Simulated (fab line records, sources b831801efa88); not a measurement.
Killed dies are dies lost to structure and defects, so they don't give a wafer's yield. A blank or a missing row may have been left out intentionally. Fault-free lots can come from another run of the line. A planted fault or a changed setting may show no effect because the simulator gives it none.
What tool caused it? :: flow gf180mcu :: 39 wafers from 13 lots sampled at 5 of the route's 602 steps

## WHAT EACH GAUGE READ, for each wafer
GF_NWELL_OVL_MEAS_07. Usual: NWELL_OVL 0.2 nm, standard deviation 1.3.
lot: L606
measured: day 3 17:40
on: overlay-01
NWELL_OVL (nm): -1.1 1.3 -1.1
flag: 

lot: L607
measured: day 4 01:31
on: overlay-02
NWELL_OVL (nm): 0.0 -0.4 -0.7
flag: 

lot: L608
measured: day 4 04:00
on: overlay-01
NWELL_OVL (nm): 0.9 1.7 1.9
flag: 

lot: L609
measured: day 4 10:28
on: overlay-02
NWELL_OVL (nm): -0.8 0.0 2.0
flag: 

lot: L612
measured: day 5 02:00
on: overlay-01
NWELL_OVL (nm): 0.9 0.3 0.7
flag: 

lot: L613
measured: day 5 08:55
on: overlay-01
NWELL_OVL (nm): -1.9 -1.3 -0.9
flag: 

lot: L614
measured: day 5 14:15
on: overlay-02
NWELL_OVL (nm): 0.0 -1.4 1.6
flag: 

lot: L617
measured: day 6 06:58
on: overlay-02
NWELL_OVL (nm): -1.0 -2.1 -1.7
flag: 

lot: L619
measured: day 6 17:03
on: overlay-02
NWELL_OVL (nm): 94.9 93.7 95.7
flag: OFF

lot: L620
measured: day 6 22:31
on: overlay-01
NWELL_OVL (nm): -1.2 -1.9 0.4
flag: 

lot: L621
measured: day 7 03:42
on: overlay-01
NWELL_OVL (nm): 1.0 2.1 3.4
flag: 

lot: L622
measured: day 7 10:31
on: overlay-02
NWELL_OVL (nm): 94.0 94.1 94.4
flag: OFF

lot: L624
measured: day 7 20:01
on: overlay-02
NWELL_OVL (nm): 0.8 -1.2 0.9
flag: 

GF_POLY_GATE_THK_MEAS_01. Usual: POLY_GATE_CVD_00_THK 199.5 nm, standard deviation 2.
lot: L606
measured: day 9 00:43
on: film_metro-03
POLY_GATE_CVD_00_THK (nm): 199.7 199.1 200.8
flag: 

lot: L607
measured: day 9 11:54
on: film_metro-02
POLY_GATE_CVD_00_THK (nm): 200.1 198.1 198.8
flag: 

lot: L608
measured: day 9 15:55
on: film_metro-02
POLY_GATE_CVD_00_THK (nm): 200.2 200.2 198.0
flag: 

lot: L609
measured: day 9 23:37
on: film_metro-03
POLY_GATE_CVD_00_THK (nm): 199.1 202.0 200.4
flag: 

lot: L612
measured: day 10 18:53
on: film_metro-03
POLY_GATE_CVD_00_THK (nm): 201.6 201.4 202.2
flag: 

lot: L613
measured: day 11 00:07
on: film_metro-01
POLY_GATE_CVD_00_THK (nm): 200.6 202.1 200.2
flag: 

lot: L614
measured: day 11 10:01
on: film_metro-02
POLY_GATE_CVD_00_THK (nm): 199.8 198.2 199.8
flag: 

lot: L617
measured: day 12 05:25
on: film_metro-03
POLY_GATE_CVD_00_THK (nm): 200.2 199.0 198.1
flag: 

lot: L619
measured: day 12 18:45
on: film_metro-03
POLY_GATE_CVD_00_THK (nm): 196.9 197.0 198.0
flag: 

lot: L620
measured: day 13 01:54
on: film_metro-02
POLY_GATE_CVD_00_THK (nm): 198.1 197.1 197.2
flag: 

lot: L621
measured: day 13 08:35
on: film_metro-03
POLY_GATE_CVD_00_THK (nm): 200.3 199.3 198.8
flag: 

lot: L622
measured: day 13 18:40
on: film_metro-01
POLY_GATE_CVD_00_THK (nm): 199.0 199.0 199.7
flag: 

lot: L624
measured: day 14 05:19
on: film_metro-02
POLY_GATE_CVD_00_THK (nm): 198.2 198.0 198.3
flag: 

GF_HV_LDD_OVL_MEAS_47. Usual: HV_LDD_03_OVL 0.1 nm, standard deviation 1.6.
lot: L606
measured: day 12 23:08
on: overlay-02
HV_LDD_03_OVL (nm): -0.1 1.4 -1.3
flag: 

lot: L607
measured: day 13 13:41
on: overlay-01
HV_LDD_03_OVL (nm): 3.6 4.0 0.8
flag: 

lot: L608
measured: day 13 17:25
on: overlay-02
HV_LDD_03_OVL (nm): -1.5 -1.2 -1.8
flag: 

lot: L609
measured: day 14 03:58
on: overlay-01
HV_LDD_03_OVL (nm): -3.3 -1.7 -2.7
flag: 

lot: L612
measured: day 15 01:41
on: overlay-01
HV_LDD_03_OVL (nm): 0.7 -0.6 0.0
flag: 

lot: L613
measured: day 15 07:29
on: overlay-02
HV_LDD_03_OVL (nm): -2.1 -0.8 -2.2
flag: 

lot: L614
measured: day 15 18:56
on: overlay-02
HV_LDD_03_OVL (nm): -0.7 -1.8 1.1
flag: 

lot: L617
measured: day 16 17:13
on: overlay-01
HV_LDD_03_OVL (nm): 1.6 0.1 0.6
flag: 

lot: L619
measured: day 17 07:49
on: overlay-02
HV_LDD_03_OVL (nm): -0.3 -0.5 0.1
flag: 

lot: L620
measured: day 17 18:46
on: overlay-01
HV_LDD_03_OVL (nm): 2.8 -0.5 1.1
flag: 

lot: L621
measured: day 18 01:37
on: overlay-02
HV_LDD_03_OVL (nm): -4.9 -3.5 -2.2
flag: 

lot: L622
measured: day 18 10:59
on: overlay-02
HV_LDD_03_OVL (nm): -2.1 0.4 0.1
flag: 

lot: L624
measured: day 19 01:34
on: overlay-02
HV_LDD_03_OVL (nm): 3.1 0.6 -0.3
flag: 

## WHAT TOOL EACH LOT RAN ON (gives the tool, then ch and the chambers of the sampled wafers, and finally the start)
lot: L606
GF_NWELL_EXPOSE_04: iline_stepper-02 ch 0, day 3 11:31
GF_POLY_GATE_ETCH_12: rie_diel-01 ch 1,3, day 9 17:33

lot: L607
GF_NWELL_EXPOSE_04: iline_stepper-02 ch 0, day 3 19:40
GF_POLY_GATE_ETCH_12: rie_diel-02 ch 0,1,3, day 10 06:16

lot: L608
GF_NWELL_EXPOSE_04: iline_stepper-02 ch 0, day 3 21:51
GF_POLY_GATE_ETCH_12: rie_diel-02 ch 1,3, day 10 09:16

lot: L609
GF_NWELL_EXPOSE_04: iline_stepper-01 ch 0, day 4 03:47
GF_POLY_GATE_ETCH_12: rie_diel-01 ch 0,1,3, day 10 17:43

lot: L612
GF_NWELL_EXPOSE_04: iline_stepper-02 ch 0, day 4 18:50
GF_POLY_GATE_ETCH_12: rie_diel-04 ch 0,1, day 11 14:07

lot: L613
GF_NWELL_EXPOSE_04: iline_stepper-01 ch 0, day 5 01:48
GF_POLY_GATE_ETCH_12: rie_diel-04 ch 0,1,3, day 11 18:39

lot: L614
GF_NWELL_EXPOSE_04: iline_stepper-01 ch 0, day 5 06:57
GF_POLY_GATE_ETCH_12: rie_diel-04 ch 1,3, day 12 05:22

lot: L617
GF_NWELL_EXPOSE_04: iline_stepper-02 ch 0, day 5 23:31
GF_POLY_GATE_ETCH_12: rie_diel-04 ch 1,2, day 13 01:12

lot: L619
GF_NWELL_EXPOSE_04: iline_stepper-02 ch 0, day 6 09:15
GF_POLY_GATE_ETCH_12: rie_diel-01 ch 0,2,3, day 13 14:43

lot: L620
GF_NWELL_EXPOSE_04: iline_stepper-01 ch 0, day 6 14:54
GF_POLY_GATE_ETCH_12: rie_diel-01 ch 0,3, day 13 22:37

lot: L621
GF_NWELL_EXPOSE_04: iline_stepper-01 ch 0, day 6 20:01
GF_POLY_GATE_ETCH_12: rie_diel-02 ch 0,1,2, day 14 05:24

lot: L622
GF_NWELL_EXPOSE_04: iline_stepper-02 ch 0, day 7 03:00
GF_POLY_GATE_ETCH_12: rie_diel-02 ch 1,2,3, day 14 15:21

lot: L624
GF_NWELL_EXPOSE_04: iline_stepper-01 ch 0, day 7 12:10
GF_POLY_GATE_ETCH_12: rie_diel-01 ch 1,2,3, day 15 02:36
- GF_NWELL_EXPOSE_04: exposes mask Nwell, target cd 860 nm.
- GF_POLY_GATE_ETCH_12: etches BARC in N2/H2.

## AS READ BY THE TOOLS THEMSELVES (means over the sampled wafers that have a number; for cases with no such wafer, the mark the record gives instead)
GF_NWELL_EXPOSE_04. Usual: 260.04 for exposure_dose_mJ_cm2, sd 0.21.
lot: L606
tool: iline_stepper-02
exposure_dose_mJ_cm2: 260.09
flag: 

lot: L607
tool: iline_stepper-02
exposure_dose_mJ_cm2: 260.14
flag: 

lot: L608
tool: iline_stepper-02
exposure_dose_mJ_cm2: 259.98
flag: 

lot: L609
tool: iline_stepper-01
exposure_dose_mJ_cm2: 260.17
flag: 

lot: L612
tool: iline_stepper-02
exposure_dose_mJ_cm2: 259.95
flag: 

lot: L613
tool: iline_stepper-01
exposure_dose_mJ_cm2: 260.06
flag: 

lot: L614
tool: iline_stepper-01
exposure_dose_mJ_cm2: 260.18
flag: 

lot: L617
tool: iline_stepper-02
exposure_dose_mJ_cm2: 259.99
flag: 

lot: L619
tool: iline_stepper-02
exposure_dose_mJ_cm2: 259.84
flag: 

lot: L620
tool: iline_stepper-01
exposure_dose_mJ_cm2: 259.90
flag: 

lot: L621
tool: iline_stepper-01
exposure_dose_mJ_cm2: 260.01
flag: 

lot: L622
tool: iline_stepper-02
exposure_dose_mJ_cm2: 259.90
flag: 

lot: L624
tool: iline_stepper-01
exposure_dose_mJ_cm2: 260.15
flag: 

GF_POLY_GATE_ETCH_12. Usual: chamber_pressure_mTorr 29.997 mTorr, standard deviation 0.027; drypump_motor_current_A 5.8 A, standard deviation 0.42; oes_product_au 0.736 a.u., standard deviation 0.0047; throttle_valve_pct 13.214 %, standard deviation 0.0088.
lot: L606
tool: rie_diel-01
chamber_pressure_mTorr (mTorr): 29.986
drypump_motor_current_A (A): 5.7
oes_product_au (a.u.): 0.733
throttle_valve_pct (%): 13.219
flag: 

lot: L607
tool: rie_diel-02
chamber_pressure_mTorr (mTorr): 30.014
drypump_motor_current_A (A): 5.7
oes_product_au (a.u.): 0.735
throttle_valve_pct (%): 13.214
flag: 

lot: L608
tool: rie_diel-02
chamber_pressure_mTorr (mTorr): 29.983
drypump_motor_current_A (A): 5.4
oes_product_au (a.u.): 0.736
throttle_valve_pct (%): 13.216
flag: 

lot: L609
tool: rie_diel-01
chamber_pressure_mTorr (mTorr): 29.996
drypump_motor_current_A (A): 5.8
oes_product_au (a.u.): 0.736
throttle_valve_pct (%): 13.227
flag: 

lot: L612
tool: rie_diel-04
chamber_pressure_mTorr (mTorr): 30.002
drypump_motor_current_A (A): 6.4
oes_product_au (a.u.): 0.734
throttle_valve_pct (%): 13.206
flag: 

lot: L613
tool: rie_diel-04
chamber_pressure_mTorr (mTorr): 29.986
drypump_motor_current_A (A): 6.1
oes_product_au (a.u.): 0.733
throttle_valve_pct (%): 13.214
flag: 

lot: L614
tool: rie_diel-04
chamber_pressure_mTorr (mTorr): 30.000
drypump_motor_current_A (A): 5.8
oes_product_au (a.u.): 0.735
throttle_valve_pct (%): 13.213
flag: 

lot: L617
tool: rie_diel-04
chamber_pressure_mTorr (mTorr): 29.994
drypump_motor_current_A (A): 6.1
oes_product_au (a.u.): 0.730
throttle_valve_pct (%): 13.225
flag: 

lot: L619
tool: rie_diel-01
chamber_pressure_mTorr (mTorr): 30.012
drypump_motor_current_A (A): 5.8
oes_product_au (a.u.): 0.736
throttle_valve_pct (%): 13.220
flag: 

lot: L620
tool: rie_diel-01
chamber_pressure_mTorr (mTorr): 30.007
drypump_motor_current_A (A): 6.0
oes_product_au (a.u.): 0.736
throttle_valve_pct (%): 13.224
flag: 

lot: L621
tool: rie_diel-02
chamber_pressure_mTorr (mTorr): 30.015
drypump_motor_current_A (A): 5.8
oes_product_au (a.u.): 0.732
throttle_valve_pct (%): 13.206
flag: 

lot: L622
tool: rie_diel-02
chamber_pressure_mTorr (mTorr): 30.002
drypump_motor_current_A (A): 5.6
oes_product_au (a.u.): 0.738
throttle_valve_pct (%): 13.206
flag: 

lot: L624
tool: rie_diel-01
chamber_pressure_mTorr (mTorr): 29.982
drypump_motor_current_A (A): 5.5
oes_product_au (a.u.): 0.732
throttle_valve_pct (%): 13.218
flag: 

## THE ANSWER, worked out from the rows above alone
Rule: a lot is off if the mean of its wafers that have a number lies more than 3 standard deviations from the usual mean. Also off: a lot with no number at a reading for which 4 or more lots have one. Any other lot the step has rows for is counted as sound. The gauges are gone through in route order, then the tools' own readings, and for those a lot's mean is taken as printed above. The first step at which some lot is off is used, and at that step the reading that is off furthest; a lot without a number counts as furthest.
Off: at GF_NWELL_OVL_MEAS_07 (NWELL_OVL), L619, L622.
If a tool, at a process step before that reading, ran all the lots that are off and no sound lot after the first of them, it fits. Those tools and the gauges at GF_NWELL_OVL_MEAS_07 are tried in the same way. One candidate fits, namely iline_stepper-02 at GF_NWELL_EXPOSE_04. Its last sound lot is L617 (day 5 23:31), its first lot that is off L619 (day 6 09:15): a fault that began between those two fits.

## WHAT THE SIMULATOR PUT IN
Scanner matching overlay: iline_stepper-02, from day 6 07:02 on, at GF_NWELL_EXPOSE_04. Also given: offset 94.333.
Shown lots that were struck: L619, L622. The rule above found the same.
